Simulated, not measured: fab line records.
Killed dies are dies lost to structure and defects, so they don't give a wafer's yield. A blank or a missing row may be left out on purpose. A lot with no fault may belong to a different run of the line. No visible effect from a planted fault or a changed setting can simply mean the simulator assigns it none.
fab line records	flow sky130
record: lots: 4	wafers: 12	lastDay: 49
route steps=708 shown CONTACT@423 METAL1@434 VIA1@458 PAD_OPEN@708
lots that met no fault: from a run of the same line without faults
startH: hours from the record's opening day to when the first of the lot's shown wafers began	waitH: time in hours since the lot's previous step	" as in the row above	L1.1+2: a row that stands for several wafers	- no value, or no start was given	* or withheld: withheld	< > ~ a bound
route shown NAME@n: NAME is a module with steps in the file, n the number in the route of the first one	usual: the fault-free wafers' mean and standard deviation	same: alike in all rows	chamber/n: place in a boat	sites: per-site readings	_std_site: standard deviation of those values	_edge_site: outer sites' mean less inner sites'	radiusMm: for every site, how far away it sits from the centre of the wafer	mask NAME#n: copy n	behind: the last tool/chamber to shape the wafer	hold: the reason the lot was held/the length of the hold in hours/how it ended	device: names the non-switching transistor (n, p or np)	end of line: at the end of the route, the tests of the same wafers	where a step has no rows: the recipe by itself	killed: dies lost to structure and defects at the first sort, not the wafer's yield	map: dies across one wafer; x = killed, . = not, _ = none there
set.NAME: the setting that was run; set.NAME@STEP: the one run at that earlier step	model.NAME: the simulator's own value behind a step, which no gauge read
a table for each step, a row for each wafer; lots at some steps of the route
services: a tool's chamber out of use, with start hour (startH, from the record's first day; less than 0 if before it), hours out, and reason
== steps ==
step: SKY_CONTACT_ETCH_17
recipe: target: SiO2	chemistry: C4F8/O2/Ar	stopOn: Si3N4	maskMaterial: KrF-thick	sourceW: 1500	biasW: 1200	pressureMtorr: 40	c4f8FlowSccm: withheld	O2_flow_sccm: 6	Ar_flow_sccm: 300	timeS: withheld	targetDepthA: 3400
step: SKY_CONTACT_ETCH_18
recipe: target: Si3N4	chemistry: CHF3/O2	stopOn: TiN	sourceW: 600	biasW: 200	pressureMtorr: 40	chf3FlowSccm: 50	O2_flow_sccm: 5	timeS: 39	targetDepthA: 750
step: SKY_CONTACT_STRIP_19
recipe: chemistry: O2/N2	powerW: 1400	pressureMtorr: 1500	platenTempC: withheld	o2FlowSccm: 3000	n2FlowSccm: 300	overashFraction: 0.5
step: SKY_CONTACT_STRIP_20
recipe: chemistry: postEtchResidueRemover	timeS: 1200	tempC: 72.5
step: SKY_CONTACT_CLEAN_21
recipe: chemistry: IPA	timeS: 180	tempC: 25
step: SKY_CONTACT_CLEAN_22
recipe: chemistry: O3/DIW	dry: n2Spin
step: SKY_CONTACT_SPUTTER_23
recipe: material: TiN	targetThkNm: 20	chamberPressurePa: 5	powerW: 4000	timeS: 80
step: SKY_CONTACT_CVD_24
recipe: material: W	targetThkNm: 340	timeS: 102.12	tempC: 400	pressureTorr: 40
step: SKY_CONTACT_CMP_27
recipe: stopOn: SiO2	tOverpolishS: 15	downForcePsi: 3.5	platenRpm: 60	targetThkNm: 0	padVelocityMS: 0.94248
step: SKY_METAL1_SPUTTER_00
recipe: material: Ti	targetThkNm: 15	powerW: 3000	timeS: 10	chamberPressurePa: 0.4
step: SKY_METAL1_SPUTTER_01
recipe: material: TiN	targetThkNm: 20	powerW: 6500	timeS: 16.7	chamberPressurePa: 0.4
usual: cathodeDcPowerW: 6499.9/1.1	chamberPressurePa: 0.4000/0.00081	throttleValvePct: 30.5/0.97
lot.wafer	tool	chamber	startH	waitH	cathodeDcPowerW	chamberPressurePa	throttleValvePct
L198.1	pvdSputter-02	-	797.98	0.0	6501.9	0.3999	31.2
L198.2	"	-	"	"	6498.6	0.3994	28.9
L198.3	"	-	"	"	6498.7	0.3997	31.6
L202.1	pvdSputter-01	-	833.41	0.0	6500.1	0.3991	30.6
L202.5	"	-	"	"	6498.9	0.3988	30.9
L202.6	"	-	"	"	6499.1	0.4010	30.8
L204.1	pvdSputter-02	-	851.48	0.0	6499.0	0.3999	31.9
L204.2	"	-	"	"	6501.7	0.3994	31.9
L204.4	"	-	"	"	6500.1	0.3991	29.3
L207.3	pvdSputter-02	-	869.25	0.0	6499.2	0.3994	30.7
L207.4	"	-	"	"	6501.0	0.4004	31.8
L207.6	"	-	"	"	6499.8	0.3993	29.0
step: SKY_METAL1_SPUTTER_02
recipe: material: AlCu	targetThkNm: 250	powerW: 10600	timeS: 13.3	chamberPressurePa: 0.4
step: SKY_METAL1_SPUTTER_03
recipe: material: Ti	targetThkNm: 5	powerW: 3000	timeS: 3.3	chamberPressurePa: 0.4
step: SKY_METAL1_SPUTTER_04
recipe: material: TiN	targetThkNm: 70	powerW: 6500	timeS: 58.3	chamberPressurePa: 0.4
step: SKY_METAL1_DEHYDRATE_07
recipe: tempC: 200	timeS: 60
step: SKY_METAL1_HMDS_08
recipe: primeTimeS: 60	primeTempC: 120
step: SKY_METAL1_COAT_09
recipe: resist: BARC	tempC: withheld	timeS: withheld	spinRpm: 3000	resistThkNm: 59.4
step: SKY_METAL1_COAT_10
recipe: resist: KrF-thick	spinRpm: 3000	resistThkNm: 450
step: SKY_METAL1_SOFTBAKE_11
recipe: tempC: 100	timeS: 90	resist: KrF-thick
step: SKY_METAL1_EXPOSE_12
recipe: maskId: MM1	na: 0.8	sourceShape: annular	sigmaInner: 0.55	sigmaOuter: 0.85	targetCdNm: 140	doseMj: 28
step: SKY_METAL1_PEB_13
recipe: pebTempC: withheld	pebTimeS: withheld	resist: KrF-thick
step: SKY_METAL1_DEVELOP_14
recipe: developTimeS: 60	resist: KrF-thick	devTempC: 21
step: SKY_METAL1_DESCUM_17
recipe: chemistry: O2	sourcePowerW: 150	biasPowerW: 0	pressureMtorr: 10	tempC: 40	timeS: 8
step: SKY_METAL1_ETCH_18
recipe: chemistry: N2/H2	target: BARC	ionEnergyEv: 200	biasW: 100	pressureMtorr: 30	n2FlowSccm: 100	h2FlowSccm: 200	icpW: 500	stopOn: SiO2	timeS: 45.9	targetDepthA: 600
step: SKY_METAL1_METAL_ETCH_19
recipe: targetDepthA: 3600	stopOn: SiO2	overEtchFrac: 0.3	timeS: 78	chemistry: Cl2/BCl3	resistSidewallDeg: 88	pressureMtorr: 10	icpW: 900	biasW: 48.5	Cl2_flow_sccm: 60	bcl3FlowSccm: 30
step: SKY_METAL1_STRIP_20
recipe: chemistry: O2/N2	powerW: 1400	pressureMtorr: 1500	platenTempC: withheld	o2FlowSccm: 3000	n2FlowSccm: 300	overashFraction: 0.5
step: SKY_METAL1_STRIP_21
recipe: chemistry: postEtchResidueRemover	timeS: 1200	tempC: 72.5
step: SKY_METAL1_CLEAN_22
recipe: chemistry: IPA	timeS: 180	tempC: 25
step: SKY_METAL1_CLEAN_23
recipe: chemistry: O3/DIW	dry: n2Spin
step: SKY_VIA1_HDPCVD_00
recipe: material: SiO2	targetThkNm: 1030	sigmaOpenFrac: 0.3	timeS: 171.7	tempC: 400	sih4FlowSccm: 60	pressureMtorr: 6
step: SKY_VIA1_CMP_02
recipe: material: SiO2	downForcePsi: 4	platenRpm: 60	padVelocityMS: 0.94248
step: SKY_VIA1_DEHYDRATE_04
recipe: tempC: 200	timeS: 60
step: SKY_VIA1_HMDS_05
recipe: primeTimeS: 60	primeTempC: 120
step: SKY_VIA1_COAT_06
recipe: resist: BARC	tempC: withheld	timeS: withheld	spinRpm: 3000	resistThkNm: 60
step: SKY_PAD_OPEN_PROBE_99
usual: defectLimitedYield: 82.7/1.7	killed_at_M0_to_M3: 44/7.1	killed_at_M4_up: 3.3/1.8	killedAtContacts: 23/5.5	killedAtFrontEnd: 15/4.5	killedAtOther: 0.2/0.48	killedDies: 85/8.4	killedOpen: 46/6.6	killedShort: 39/6.1	sort_bin_3_pad_short: 0.9/0.36	sort_bin_5_function: 10.3/1.4	sort_bin_6_memory: 6.2/1	sortNPass: 407/8.4	sortYieldPct: 82.7/1.7
same: grossDies: 492	killedAtBackSide: 0	sort_bin_4_leakage[%]: 0	sort_bin_8_speed[%]: 0
lot.wafer	tool	chamber	startH	waitH	defectLimitedYield[%]	killed_at_M0_to_M3	killed_at_M4_up	killedAtContacts	killedAtFrontEnd	killedAtOther	killedDies	killedOpen	killedShort	sort_bin_3_pad_short[%]	sort_bin_5_function[%]	sort_bin_6_memory[%]	sortNPass	sortYieldPct[%]	model.etest.tester.sortNPass	model.etest.tester.sortYieldPct	model.etest.tester.sort_bin_5_pct	model.etest.tester.sort_bin_3_pct
L198.1	prober-01	-	1124.27	0.1	82.5	45	1	30	10	0	86	49	37	1.6	10.4	5.5	406	82.5	406	82.52	10.37	1.626
L198.2	prober-01	-	1124.32	0.1	85.4	35	3	26	8	0	72	44	28	0.6	10.4	3.7	420	85.4	420	85.37	10.37	0.6098
L198.3	prober-01	-	1124.37	0.2	82.1	41	8	17	22	0	88	50	38	0.6	10.6	6.7	404	82.1	404	82.11	10.57	0.6098
L202.1	prober-01	-	1147.37	0.1	81.7	42	7	26	15	0	90	49	41	1.0	10.4	6.9	402	81.7	402	81.71	10.37	1.016
L202.5	prober-01	-	1147.57	0.2	80.7	55	0	26	14	0	95	53	42	0.8	12.2	6.3	397	80.7	397	80.69	12.2	0.813
L202.6	prober-01	-	1147.62	0.2	87.2	34	3	16	10	0	63	35	28	0.6	7.9	4.3	429	87.2	429	87.2	7.927	0.6098
L204.1	prober-02	-	1164.01	0.1	87.0	24	3	27	8	2	64	39	24	1.4	6.9	4.7	428	87.0	428	86.99	6.911	1.423
L204.2	prober-02	-	1164.06	0.1	81.1	57	3	19	13	1	93	52	41	0.8	12.2	5.9	399	81.1	399	81.1	12.2	0.813
L204.4	prober-02	-	1164.16	0.2	73.4	106	3	14	8	0	131	35	37	2.8	15.0	8.7	361	73.4	361	73.37	15.04	2.846
L207.3	prober-02	-	1172.55	0.2	80.3	51	6	20	19	1	97	59	37	0.6	12.4	6.7	395	80.3	395	80.28	12.4	0.6098
L207.6	prober-02	-	1172.70	0.2	73.0	90	0	25	18	0	133	41	36	5.3	14.0	7.7	359	73.0	359	72.97	14.02	5.285
killed by level:class
L198.1 CONTACT:geometricParticle:open=10 VIA1:geometricParticle:open=8 LI_CONTACT:geometricParticle:open=7 METAL1:geometricParticle:short=6 VIA3:geometricParticle:short=6 LOCAL_INTERCONNECT:geometricParticle:short=5 VIA3:geometricParticle:open=5 FIELD_ISO:geometricParticle:open=4
L198.2 VIA1:geometricParticle:open=8 LOCAL_INTERCONNECT:geometricParticle:short=6 CONTACT:geometricParticle:open=6 VIA2:geometricParticle:open=6 VIA3:geometricParticle:open=5 LI_CONTACT:geometricParticle:open=5 METAL2:geometricParticle:short=5 LOCAL_INTERCONNECT:geometricParticle:open=4
L198.3 VIA1:geometricParticle:open=10 CONTACT:geometricParticle:open=9 VIA2:geometricParticle:open=7 FIELD_ISO:geometricParticle:open=6 FIELD_ISO:geometricParticle:short=6 METAL1:geometricParticle:short=5 METAL2:geometricParticle:short=5 METAL4:geometricParticle:short=5
L202.1 VIA1:geometricParticle:open=13 CONTACT:geometricParticle:open=11 VIA1:geometricParticle:short=7 METAL4:geometricParticle:short=7 CONTACT:geometricParticle:short=6 VIA2:geometricParticle:open=6 METAL2:geometricParticle:short=6 FIELD_ISO:geometricParticle:open=5
L202.5 VIA1:geometricParticle:open=16 CONTACT:geometricParticle:open=13 METAL2:geometricParticle:short=9 CONTACT:geometricParticle:short=7 VIA2:geometricParticle:open=6 VIA3:geometricParticle:open=5 POLY_GATE:geometricParticle:short=4 METAL1:geometricParticle:short=4
L202.6 VIA1:geometricParticle:open=12 CONTACT:geometricParticle:open=7 METAL1:geometricParticle:short=6 FIELD_ISO:geometricParticle:open=3 POLY_GATE:geometricParticle:open=3 LI_CONTACT:geometricParticle:open=3 LOCAL_INTERCONNECT:geometricParticle:short=3 VIA1:geometricParticle:short=3
L204.1 VIA1:geometricParticle:open=9 CONTACT:geometricParticle:open=8 LOCAL_INTERCONNECT:geometricParticle:short=7 LI_CONTACT:geometricParticle:open=6 VIA3:geometricParticle:open=4 FIELD_ISO:geometricParticle:short=3 POLY_GATE:geometricParticle:open=3 LI_CONTACT:geometricParticle:short=3
L204.2 VIA3:geometricParticle:open=12 VIA1:geometricParticle:open=11 CONTACT:geometricParticle:open=9 VIA1:geometricParticle:short=8 METAL2:geometricParticle:short=8 METAL1:geometricParticle:short=5 VIA2:geometricParticle:open=5 FIELD_ISO:geometricParticle:open=3
L204.4 METAL1:unspecified=58 VIA1:geometricParticle:open=10 METAL1:geometricParticle:short=7 VIA2:geometricParticle:open=6 VIA3:geometricParticle:open=6 VIA1:geometricParticle:short=5 POLY_GATE:geometricParticle:open=4 LOCAL_INTERCONNECT:geometricParticle:short=4
L207.3 VIA1:geometricParticle:open=14 VIA2:geometricParticle:open=9 VIA3:geometricParticle:open=8 LI_CONTACT:geometricParticle:open=6 VIA1:geometricParticle:short=6 FIELD_ISO:geometricParticle:short=5 FIELD_ISO:geometricParticle:open=4 POLY_GATE:geometricParticle:open=4
L207.6 METAL1:unspecified=56 LI_CONTACT:geometricParticle:open=9 CONTACT:geometricParticle:open=6 VIA1:geometricParticle:short=6 VIA1:geometricParticle:open=6 POLY_GATE:geometricParticle:short=5 METAL2:geometricParticle:short=5 FIELD_ISO:geometricParticle:open=4
map L204.4 (x killed, . not)
__________x....x...._________
________..x.......xx.._______
______........x......xx._____
_____...x...xxx....xx..x.____
____....x.......x...x..x..___
___x..........x...x..xxx...__
__.......x......x.......x..x_
_...x.....x....xxx.xxx......x
_........x..x.xxxxxxxx..x..x.
_........x....xxxxxxxxx...x.x
_.....x.......xxxxxxxx.......
_..x..........xxxxxxxxx..x...
_..............xxxxxxx.x....x
_.....x.....x..xxxxxxx......x
_.........x......xxxx......xx
__......x.........x........._
___....x....x.x..x.........__
____................x.x..x___
_____....x...xx.x.x.x....____
______......xx..x....x.._____
________....x..x..x..._______
__________......x..._________
map L207.6 (x killed, . not)
__________..xx..x..._________
________..x...x...xx.x_______
______......x.....x..x.._____
_____......xx..x.........____
____.....xx.x..x..........___
___..x....x....xx.....x.x..__
__..x......xx..............._
_...............xx.xx..x...x.
_.........x..xxxxxxxxxx.x..x.
_.....x.....xxxxxxxxx.x..x.x.
_..........x.xxxxxxxxx.xx....
_..x.x.......xxxxxxxxxx......
_........x..x.xxxxxxx.x......
_...........x.x.xxxxx.x.....x
_....xx.....x..x.xx.x...x....
__....x..x......xx......x..._
___...x..............x.....__
____.....x.....x........xx___
_____..x.......x.x.x.....____
______..............xx.._____
________x...x.......x._______
__________...x...xx._________
== services ==
tool	chamber	startH	hours	kind
pvdSputter-02	3	794.48	-	consumableReplace:kit
pvdSputter-02	3	794.48	18.0	scheduledDown
pvdSputter-02	3	794.48	18.0	ventCycle
pvdSputter-01	-	809.58	3.2	repair
pvdSputter-02	-	836.35	0.5	repair
pvdSputter-01	-	863.00	1.5	repair
== key ==
firstSign: step: SKY_PAD_OPEN_PROBE_99	reading: sort_bin_3_pad_short	direction: up	sigmas: 8.9	usual: 0.9	struck: 4.1
effect: step: SKY_PAD_OPEN_PROBE_99	reading: killed_at_M0_to_M3	direction: up	sigmas: 7.6	usual: 44	struck: 98
modelEffect: step: SKY_PAD_OPEN_PROBE_99	value: etest.tester.sortNPass	without: 411.5	struck: 360
metAt SKY_METAL1_SPUTTER_01
struckWafers L204.4,L207.6
onsetBetween 797.98 851.48
fault: kind: chamberParticleSource	tool: pvdSputter-02	chamber: -	onsetH: 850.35	steps: SKY_METAL1_SPUTTER_01	ratePerVisitCm2: 0.99968	endH: 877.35	scope: struckWafersOnly
